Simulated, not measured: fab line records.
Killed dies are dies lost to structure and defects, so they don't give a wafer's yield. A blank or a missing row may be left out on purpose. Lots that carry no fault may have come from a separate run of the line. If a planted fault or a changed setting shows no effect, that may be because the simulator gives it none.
A struck lot beside a sound one    flow sky130    15 out of 708 route steps
Sound: wafers L758.1, L758.2, L758.4. Wafers L768.1, L768.2, L768.6 were the ones struck. The cause comes at the end.
Per side, at each step with rows, come the tool, then ch with its chambers, and then its first start. Under that, the readings that differ: sound wafers    struck wafers    difference of the means    sigmas: that difference in standard deviations of wafers without a fault.
alike: readings with means less than 2 such deviations apart, plus words and numbers identical on both sides. not compared: withheld readings, readings lacking a value on some wafer, bounds such as >300 that could conceal the same value, and numbers that have no deviation in the record and whose values overlap.
The two part at a step that has a row with sigmas, a row that says differs or no value, or rows on one side only. Non-overlapping numbers with no deviation appear without sigmas and do not part them. A reading missing from all wafers of one side parts the sides only when that side holds two or more wafers.

first, 7 steps without rows for these wafers: SKY_LDD_N_DEHYDRATE_00 (time 60 s); SKY_LDD_N_HMDS_01 (prime time 60 s); SKY_LDD_N_COAT_02 (resist thk 300 nm); SKY_LDD_N_SOFTBAKE_03 (time 60 s); SKY_LDD_N_EXPOSE_04 (exposes mask NTM, target cd 840 nm); SKY_LDD_N_PEB_05; SKY_LDD_N_DEVELOP_06 (develop time 60 s).
SKY_LDD_N_OVL_MEAS_07:
  struck on overlay-01, day 21 21:26; sound on overlay-01, day 17 19:50
reading         sound        struck        difference  sigmas
LDD_N_OVL (nm)  4.4 3.0 4.2  -0.6 1.2 0.3  -3.6        -3
then, 4 steps without rows for these wafers: SKY_LDD_N_IMPLANT_08; SKY_LDD_N_IMPLANT_09; SKY_LDD_N_IMPLANT_10; SKY_LDD_N_IMPLANT_11.
SKY_LDD_N_IMPLANT_12:
  sound on implanter-04 ch 0, day 17 20:29; struck on implanter-02 ch 0, day 21 22:05
reading                    sound              struck             difference  sigmas
implant-ion-amu            49 49 49           11 11 11           -38         
model.implant.rp-nm (nm)   31.99 31.99 31.99  141 141 141        +109        
model.implant.drp-nm (nm)  18.83 18.83 18.83  60.76 60.76 60.76  +41.93      
  alike: faraday-current-uA
after that, 1 step had no rows for these wafers: SKY_LDD_N_IMPLANT_13.
-- record jumps: 26 days separate the struck wafers' starts on either side; left off in module LDD_N, taken up again in module PAD_OPEN, whose first shown step is the route's number 708 --
SKY_PAD_OPEN_PROBE_99:
  struck on prober-02, day 48 09:11; sound on prober-02, day 45 17:34
reading                                           sound                 struck                difference  sigmas
model.etest.tip-p.rs-ohm-sq                       6831 6800 6773        6490 6536 6517        -287        
model.etest.tip_p_5v.rs-ohm-sq                    2897 2892 2897        2766 2777 2793        -117        
model.etest.tip_n_5v.rs-ohm-sq                    1391 1393 1396        1453 1459 1463        +65         
model.etest.tip-n.rs-ohm-sq                       450.5 447.8 449.1     434.3 429.5 432.7     -17.0       
model.etest.diode-ndiff-pwell.leak-log10-a-cm2    -7.413 -7.289 -7.531  -6.572 -6.327 -6.521  +0.938      
model.etest.diode-ndiff-fingers.leak-log10-a-cm2  -6.628 -6.722 -7.011  -6.101 -6.353 -6.078  +0.610      
model.etest.nfet_01v8.off-log10-a-um              -13.33 -13.31 -13.35  -12.99 -13 -13.15     +0.28       
  alike: killed_at_M0_to_M3, killed_at_M4_up, killed-at-contacts, killed-at-front-end, killed-at-other, killed-dies, killed-open, killed-short
  not compared: model.etest.tip-sonos.rs-ohm-sq

WHERE THEY PART
At SKY_LDD_N_OVL_MEAS_07 and nowhere else, as far as this record goes. Later steps at which nothing parts them and some readings are alike: SKY_LDD_N_IMPLANT_12, SKY_PAD_OPEN_PROBE_99.

WHY: whatever the simulator had introduced
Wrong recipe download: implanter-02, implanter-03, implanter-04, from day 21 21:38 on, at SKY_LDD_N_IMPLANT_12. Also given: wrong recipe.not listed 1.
